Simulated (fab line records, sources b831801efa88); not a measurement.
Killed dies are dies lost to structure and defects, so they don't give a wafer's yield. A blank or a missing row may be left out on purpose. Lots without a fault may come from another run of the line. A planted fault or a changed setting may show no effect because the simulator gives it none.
Problem report in the 8D (eight disciplines) form, filled by code | flow gf180mcu | the parts of the form that need people (team, actions taken, sign-off) are left out

1. THE PROBLEM
overpolish_run_s at GF_CONTACT_CMP_27 reads a mean of 8.463 s on 2 wafers of 2 lots; wafers without a fault read 14.998 s with a standard deviation of 0.009. That is -99 or more standard deviations from the usual mean.
The step: polishes, stops on SiO2, t overpolish 15 s, target thk 0 nm.
First seen on wafer L792.3, day 18 17:44, on cmp-01. The record holds 42 wafers of 14 lots with a number at this step. Rule for "out", or "out of limits": more than 4 standard deviations from the usual mean. The other wafers with a number count as sound.

2. WHAT IT IS AND WHAT IT IS NOT
question                    | is                | is not
which readings at this step | overpolish_run_s  | motor_current_A, time_to_endpoint_s
which lots                  | L792, L793        | L785, L786, L787, L788, L798, L799, L800, L801, L802, L804, L806, L808
which wafers of those lots  | L792.3, L793.3    | L792.4, L792.5, L793.2, L793.4
read on which tools         | cmp-01            | cmp-02
when                        | from day 18 17:44 | up to then (14 sound wafers); but 26 sound wafers of L793, L798, L799, L800, L801, L802, L804, L806, L808 came after

3. SUSPECTS, AND WHAT RULES EACH OUT
Counting: a tool at a process step up to the reading stays a suspect if it ran every lot that is out. Sound lots after the first of them don't rule it out here, since some wafers of a struck lot are sound.
- cmp-01 at GF_CONTACT_CMP_27 (polishes, stops on SiO2, t overpolish 15 s, target thk 0 nm): kept. It ran every lot that is out, first L792 (day 18 17:44); its last sound lot up to then is L788 (day 17 03:55). Its own readings are out on those wafers: overpolish_run_s.
- Within cmp-01 at GF_CONTACT_CMP_27: the wafers that are out ran in chamber 2; their sound lot-mates ran in chambers 0, 1, 3.
Left after counting: cmp-01 at GF_CONTACT_CMP_27.

4. THE CAUSE (what the simulator had put in)
Process parameter drift: cmp-01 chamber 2, from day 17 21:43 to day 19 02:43, at GF_CONTACT_CMP_27. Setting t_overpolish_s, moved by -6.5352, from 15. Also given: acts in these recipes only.
Counting left only this tool.

5. THE CHAIN OF EFFECTS, in route order
Each row: a reading whose mean over the struck wafers that have a number lies more than 3 standard deviations from the usual. Only readings for which the record gives a usual standard deviation are gone through. hours: the time from each lot's start at the first step in this table that gives one to its start at this step, as a median over the lots. sigmas: the change in usual standard deviations.
hours | step              | reading          | usual    | on struck wafers | change | sigmas
0     | GF_CONTACT_CMP_27 | overpolish_run_s | 14.998 s | 8.463            | -6.535 | -99 or more
The process steps in it:
- GF_CONTACT_CMP_27: polishes, stops on SiO2, t overpolish 15 s, target thk 0 nm.

6. WHAT WOULD HAVE CAUGHT IT SOONER
In this record the first reading out of limits was taken at day 18 17:44, 20 hours after the fault began at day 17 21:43.
